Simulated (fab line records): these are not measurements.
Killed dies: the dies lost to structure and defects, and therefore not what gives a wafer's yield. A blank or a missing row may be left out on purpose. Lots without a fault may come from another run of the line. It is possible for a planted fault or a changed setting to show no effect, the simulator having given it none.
A struck lot beside a sound one | flow gf180mcu | 17 steps out of a route of 602
Sound: wafers L675.3, L675.4, L675.5. Struck: wafer L667.4. (L667.3 of the same lot was not struck and is left out.) The cause comes at the end.
Order at every step that has rows: each side's tool, ch and its chambers, its first start. Under that, the readings that differ: sound wafers | struck wafers | difference of the means | sigmas: that difference in standard deviations of wafers without a fault.
alike: words and numbers the same on both sides, and readings whose means are apart by under 2 such deviations; not compared: readings that were withheld, readings missing a value for some wafer, numbers with overlapping values and no deviation given by the record, and bounds like >300 which may hide the same value.
The two part at a step that has a row with sigmas, a row that says differs or no value, or rows on one side only. Non-overlapping numbers with no deviation appear without sigmas and do not part them. Lack of a reading on every wafer of one side parts them only where that side has two or more wafers.

first, 3 steps without rows for these wafers: GF_V1_EXPOSE_11 (exposes mask Via1, target cd 260 nm); GF_V1_PEB_12 (peb time 90 s); GF_V1_DEVELOP_13 (develop time 60 s).
GF_V1_CD_MEAS_14 targets a cd of 260 nm.
  sound: cd_sem-01 at day 24 11:45; struck: cd_sem-01 at day 21 09:54
  reading    | sound             | struck | difference | sigmas
  cd_nm (nm) | 261.8 261.6 260.4 | 258.8  | -2.5       | -2
GF_V1_OVL_MEAS_15:
  sound: overlay-01 at day 24 11:50; struck: overlay-02 at day 21 09:59
  alike: V1_OVL
GF_V1_ETCH_16: etches BARC in N2/H2.
  sound on rie_diel-03 ch 0,2, day 24 11:52; struck on rie_diel-01 ch 1, day 21 10:01
  reading    | sound              | struck | difference | sigmas
  bias_w (W) | 99.67 99.22 100.26 | 100.35 | +0.63      | +2
  alike: drypump_motor_current_A, oes_product_au, throttle_valve_pct
then, 1 step without rows for these wafers: GF_V1_ETCH_17 (etches SiO2 in C4F8/O2/Ar, stops on TiN, target depth 630 nm).
GF_V1_STRIP_18: strips in O2/N2.
  sound on plasma_asher-02 ch 0,1, day 24 12:02; struck on plasma_asher-01 ch 0, day 21 10:11
  alike: drypump_motor_current_A, heater_power_w, oes_product_au
  not compared: rf_hours_counter_h
then, 2 steps without rows for these wafers: GF_V1_STRIP_19 (strips in post etch residue remover, time 1200 s); GF_V1_CLEAN_20 (cleans in DIW).
GF_V1_SPUTTER_21: material Ti, target thk 15 nm, time 80.02 s.
  sound: pvd_sputter-02 at day 24 12:34; struck: pvd_sputter-03 at day 21 10:41
  alike: substrate_temp_c, throttle_valve_pct
GF_V1_SPUTTER_22: material TiN, target thk 10 nm, time 40 s.
  sound: pvd_sputter-02 at day 24 12:37; struck: pvd_sputter-03 at day 21 10:44
  alike: throttle_valve_pct
GF_V1_CVD_23: deposits W, target thk 350 nm, time 105.05 s.
  sound on cvd_w-02 ch 0,1, day 24 12:42; struck on cvd_w-02 ch 1, day 21 10:49
  reading                          | sound             | struck | difference | sigmas
  model.W_of_V1_CVD_23.thk_nm (nm) | 357.4 352.4 358.8 | 615    | +259       |
  alike: heater_power_outer_w, heater_power_w
GF_V1_RS_MEAS_24: measures by four-point-probe.
  sound: film_metro-01 at day 24 12:49; struck: film_metro-04 at day 21 10:56
  reading          | sound             | struck | difference | sigmas
  V1_W_RS (ohm/sq) | 0.320 0.325 0.319 | 0.186  | -0.135     | -39
GF_V1_THK_MEAS_25: measures by xrf.
  sound: film_metro-01 at day 24 12:55; struck: film_metro-04 at day 21 11:02
  not compared: V1_W_THK
GF_V1_CMP_26: polishes, stops on SiO2, t overpolish 15 s, target thk 0 nm.
  sound on cmp-01 ch 0,1,2, day 24 12:57; struck on cmp-01 ch 1, day 21 11:10
  reading                | sound    | struck | difference | sigmas
  time_to_endpoint_s (s) | 84 91 83 | 151    | +65        | +17
  alike: motor_current_A
GF_M2_SPUTTER_00: material Ti, target thk 37.5 nm, time 150 s.
  sound: pvd_sputter-04 at day 24 13:15; struck: pvd_sputter-01 at day 21 11:22
  alike: substrate_temp_c, throttle_valve_pct

== WHERE THEY PART ==
Earliest at GF_V1_CD_MEAS_14; latest, in this record, at GF_V1_CMP_26. Later steps at which nothing parts them and some readings are alike: GF_M2_SPUTTER_00.

WHY: whatever the simulator had introduced
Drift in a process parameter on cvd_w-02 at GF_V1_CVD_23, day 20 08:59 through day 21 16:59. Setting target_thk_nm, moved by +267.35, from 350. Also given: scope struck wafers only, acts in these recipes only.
